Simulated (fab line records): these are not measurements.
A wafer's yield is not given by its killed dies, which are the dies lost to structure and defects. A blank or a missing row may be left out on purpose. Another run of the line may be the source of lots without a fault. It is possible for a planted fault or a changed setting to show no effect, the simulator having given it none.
A struck lot beside a sound one + flow sky130 + 43 steps out of a route of 708
Sound: these wafers, L645.1, L645.2, L645.3. The struck wafers were L653.1, L653.3, L653.4. The cause comes at the end.
Each step with rows lists, per side, the tool, then ch with its chambers, then its first start. Under that, the readings that differ: sound wafers + struck wafers + difference of the means + sigmas: that difference in standard deviations of wafers without a fault.
alike: same words and numbers on both sides, and readings whose means sit less than 2 such deviations apart. not compared: any withheld reading, any reading some wafer has no value for, any bound like >300 that may hide the same value, and any number with overlapping values for which the record gives no deviation.
The two part at a step that has a row with sigmas, a row that says differs or no value, or rows on one side only. Numbers that have no deviation but don't overlap get no sigmas and don't part them. A reading that every wafer of one side lacks parts them only if that side has two wafers or more.

SKY_SONOS_ONO_THK_MEAS_05:
  sound: film metro-02 at day 15 08:59; struck: film metro-02 at day 17 17:40
  alike: SONOS_ONO_CVD_04_THK
then, 7 steps without rows for these wafers: SKY_SONOS_ONO_DEHYDRATE_06 (time 60 s); SKY_SONOS_ONO_HMDS_07 (prime time 60 s); SKY_SONOS_ONO_COAT_08 (resist thk 1140 nm); SKY_SONOS_ONO_SOFTBAKE_09 (time 60 s); SKY_SONOS_ONO_EXPOSE_10 (exposes mask ONOM, target cd 410 nm); SKY_SONOS_ONO_PEB_11; SKY_SONOS_ONO_DEVELOP_12 (develop time 60 s).
SKY_SONOS_ONO_CD_MEAS_13: the cd target is 410 nm.
  sound: cd sem-01 at day 16 12:25; struck: cd sem-01 at day 18 22:51
  alike: cd nm
SKY_SONOS_ONO_OVL_MEAS_14:
  sound: overlay-02 at day 16 12:32; struck: overlay-01 at day 18 22:58
  alike: SONOS_ONO_OVL
SKY_SONOS_ONO_ETCH_15: etches the open film in CHF3/O2, target depth 19.52 nm, time 7.8 s.
  sound on rie diel-02 ch 1,2,3, day 16 12:34; struck on rie diel-03 ch 1,2,3, day 18 23:00
  alike: drypump motor current A, oes product au, throttle valve pct
  not compared: rf hours counter h
then, 1 step without rows for these wafers: SKY_SONOS_ONO_WET_ETCH_16 (etches SiO2 in dHF, target depth 14 nm, time 280 s).
SKY_SONOS_ONO_STRIP_17: strips in O2/N2.
  sound on plasma asher-04 ch 0,1, day 16 12:41; struck on plasma asher-04 ch 0,1, day 18 23:07
  alike: drypump motor current A, oes product au, strip time to endpoint s
  not compared: rf hours counter h
then, 3 steps without rows for these wafers: SKY_SONOS_ONO_WET_ETCH_18 (etches Si3N4 in H3PO4, target depth 15 nm, time 172 s); SKY_GATE_OXIDE_CLEAN_00 (cleans in SC1/SC2, time 150 s); SKY_GATE_OXIDE_OXIDATION_01 (stabilise 600 s, purge 300 s, target thk 10.268 nm).
SKY_GATE_OXIDE_THK_MEAS_02:
  sound: film metro-04 at day 16 15:25; struck: film metro-01 at day 19 02:16
| reading                          | sound             | struck          | difference | sigmas |
|----------------------------------|-------------------|-----------------|------------|--------|
| GATE_OXIDE_OXIDATION_00_THK (nm) | 10.39 10.22 10.31 | 9.88 9.99 10.00 | -0.35      | -2     |
then, 7 steps without rows for these wafers: SKY_GATE_OXIDE_DEHYDRATE_03 (time 60 s); SKY_GATE_OXIDE_HMDS_04 (prime time 60 s); SKY_GATE_OXIDE_COAT_05 (resist thk 1140 nm); SKY_GATE_OXIDE_SOFTBAKE_06 (time 60 s); SKY_GATE_OXIDE_EXPOSE_07 (exposes mask LVOM, target cd 600 nm); SKY_GATE_OXIDE_PEB_08; SKY_GATE_OXIDE_DEVELOP_09 (develop time 60 s).
SKY_GATE_OXIDE_OVL_MEAS_10:
  sound: overlay-02 at day 17 20:01; struck: overlay-01 at day 20 08:33
  alike: GATE_OXIDE_OVL
then, 2 steps without rows for these wafers: SKY_GATE_OXIDE_IMPLANT_11; SKY_GATE_OXIDE_WET_ETCH_12 (etches SiO2 in dHF, target depth 16.8 nm, time 336 s).
SKY_GATE_OXIDE_STRIP_13: strips in O2/N2.
  sound on plasma asher-01 ch 0,1, day 17 20:18; struck on plasma asher-04 ch 0,1, day 20 08:50
  alike: drypump motor current A, oes product au, strip time to endpoint s
  not compared: rf hours counter h
SKY_GATE_OXIDE_TW_MEAS_14:
  sound: film metro-01 at day 17 20:24; struck: film metro-04 at day 20 08:56
  alike: GATE_OXIDE_TW
then, 3 steps without rows for these wafers: SKY_GATE_OXIDE_CLEAN_15 (cleans in SC1/SC2, time 150 s); SKY_GATE_OXIDE_OXIDATION_16 (stabilise 600 s, purge 300 s, target thk 3.57 nm); SKY_POLY_GATE_CVD_00 (deposits poly-Si, target thk 180 nm, time 720 s).
SKY_POLY_GATE_THK_MEAS_01:
  sound: film metro-01 at day 18 00:07; struck: film metro-03 at day 20 12:23
  alike: POLY_GATE_CVD_00_THK
then, 8 steps without rows for these wafers: SKY_RES_PROTECT_DEHYDRATE_00 (time 60 s); SKY_RES_PROTECT_HMDS_01 (prime time 60 s); SKY_RES_PROTECT_COAT_02 (resist thk 1140 nm); SKY_RES_PROTECT_SOFTBAKE_03 (time 60 s); SKY_RES_PROTECT_EXPOSE_04 (exposes mask RPM, target cd 1270 nm); SKY_RES_PROTECT_PEB_05; SKY_RES_PROTECT_DEVELOP_06 (develop time 60 s); SKY_POLY_GATE_IMPLANT_02.
SKY_RES_PROTECT_STRIP_07: strips in O2/N2.
  sound on plasma asher-01 ch 0,1, day 19 06:04; struck on plasma asher-01 ch 0,1, day 21 18:50
  alike: drypump motor current A, oes product au, strip time to endpoint s
  not compared: rf hours counter h
-- a jump in the record: the struck wafers' starts before and after are 28 days apart (it breaks off in module RES_PROTECT and resumes in module PAD_OPEN, where the first step shown is number 708 of the route) --
SKY_PAD_OPEN_PROBE_99:
  sound: prober-01 at day 48 07:11; struck: prober-01 at day 49 23:34
| reading             | sound    | struck      | difference | sigmas |
|---------------------|----------|-------------|------------|--------|
| killed at front end | 9 13 11  | 74 39 75    | +52        | +12    |
| killed dies         | 83 78 91 | 151 120 137 | +52        | +6     |
| killed on rim       | 18 17 15 | 32 30 32    | +15        | +4     |
  alike: killed_at_M0_to_M3, killed_at_M4_up, killed at contacts, killed at other, killed open, killed short

## WHERE THEY PART
Earliest at SKY_GATE_OXIDE_THK_MEAS_02; latest, in this record, at SKY_PAD_OPEN_PROBE_99.

WHY: what had been put in by the simulator
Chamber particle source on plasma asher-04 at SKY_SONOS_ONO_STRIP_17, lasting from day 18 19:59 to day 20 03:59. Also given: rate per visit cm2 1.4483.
